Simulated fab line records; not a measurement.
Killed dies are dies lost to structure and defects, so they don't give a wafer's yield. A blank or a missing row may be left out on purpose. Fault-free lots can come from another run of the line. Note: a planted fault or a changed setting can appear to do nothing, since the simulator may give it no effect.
Which tool was responsible? | flow sky130 | 11 lots, 33 wafers sampled, at 3 steps of a route of 708

WHAT THE GAUGES SHOWED, per wafer
SKY_SD_N_RS_MEAS_16: measurement is done with a four-point probe.
lot  | measured     | on            | SD_N_RS (ohm/sq)
L886 | day 30 04:31 | film metro-01 | 68.36 68.48 68.59
L889 | day 30 08:55 | film metro-03 | 70.87 70.91 70.84
L890 | day 30 07:10 | film metro-02 | 68.75 68.72 68.75
L891 | day 30 08:25 | film metro-02 | 68.69 68.69 68.65
L892 | day 30 21:35 | film metro-03 | 70.89 70.97 70.93
L895 | day 31 13:54 | film metro-01 | 70.96 70.76 70.88
L901 | day 34 05:43 | film metro-02 | 68.55 68.49 68.53
L903 | day 34 13:41 | film metro-02 | 68.57 68.61 68.48
L904 | day 34 12:38 | film metro-01 | 68.61 68.52 68.70
L905 | day 34 14:13 | film metro-03 | 68.32 68.37 68.54
L907 | day 35 08:04 | film metro-02 | 68.63 68.68 68.50

WHICH TOOL RAN EACH LOT (tool, then ch and the chambers of the sampled wafers, then the start)
lot  | SKY_NWELL_STRIP_14                   | SKY_SD_N_RTA_14
L886 | plasma asher-02 ch 0,1, day 4 23:54  | rtp anneal-01 ch 0, day 30 04:20
L889 | plasma asher-01 ch 0,1, day 5 16:13  | rtp anneal-01 ch 0, day 30 08:44
L890 | plasma asher-04 ch 0, day 6 00:50    | rtp anneal-01 ch 0, day 30 06:59
L891 | plasma asher-02 ch 0,1, day 6 07:50  | rtp anneal-02 ch 0, day 30 08:13
L892 | plasma asher-02 ch 0,1, day 6 11:21  | rtp anneal-01 ch 0, day 30 21:23
L895 | plasma asher-02 ch 0,1, day 7 08:22  | rtp anneal-01 ch 0, day 31 13:43
L901 | plasma asher-04 ch 0,1, day 9 06:37  | rtp anneal-02 ch 0, day 34 05:31
L903 | plasma asher-01 ch 0,1, day 9 13:32  | rtp anneal-02 ch 0, day 34 13:31
L904 | plasma asher-04 ch 0,1, day 9 15:13  | rtp anneal-01 ch 0, day 34 12:28
L905 | plasma asher-04 ch 0,1, day 9 20:49  | rtp anneal-01 ch 0, day 34 14:02
L907 | plasma asher-04 ch 0,1, day 10 06:46 | rtp anneal-01 ch 0, day 35 07:53
- SKY_NWELL_STRIP_14: strips in O2/N2.
- SKY_SD_N_RTA_14: time 2 s.

THE ANSWER, worked out from the rows above alone
Rule: what is usual is taken from the lots themselves. The widest of any qualifying gaps counts: lots, ordered by their means at a reading, are off when they make up no more than a third of the lots, leave a main group of 4 or more, and stand apart from it by 3 or more times the standard deviation of that group's means. A main group is skipped when, at the precision printed for the reading in the tables above, its means are all equal. Also off: a lot with no number at a reading for which 4 or more lots have one. All remaining lots with rows at the step are treated as sound.
Off: at SKY_SD_N_RS_MEAS_16 (SD_N_RS), L889, L892, L895. Main group: mean 68.57 ohm/sq, sd 0.1.
If a tool, at a process step before that reading, ran all the lots that are off and no sound lot after the first of them, it fits. Those tools and the gauges at SKY_SD_N_RS_MEAS_16 are tried in the same way. Of those tried, none fits.

WHAT THE SIMULATOR PUT IN
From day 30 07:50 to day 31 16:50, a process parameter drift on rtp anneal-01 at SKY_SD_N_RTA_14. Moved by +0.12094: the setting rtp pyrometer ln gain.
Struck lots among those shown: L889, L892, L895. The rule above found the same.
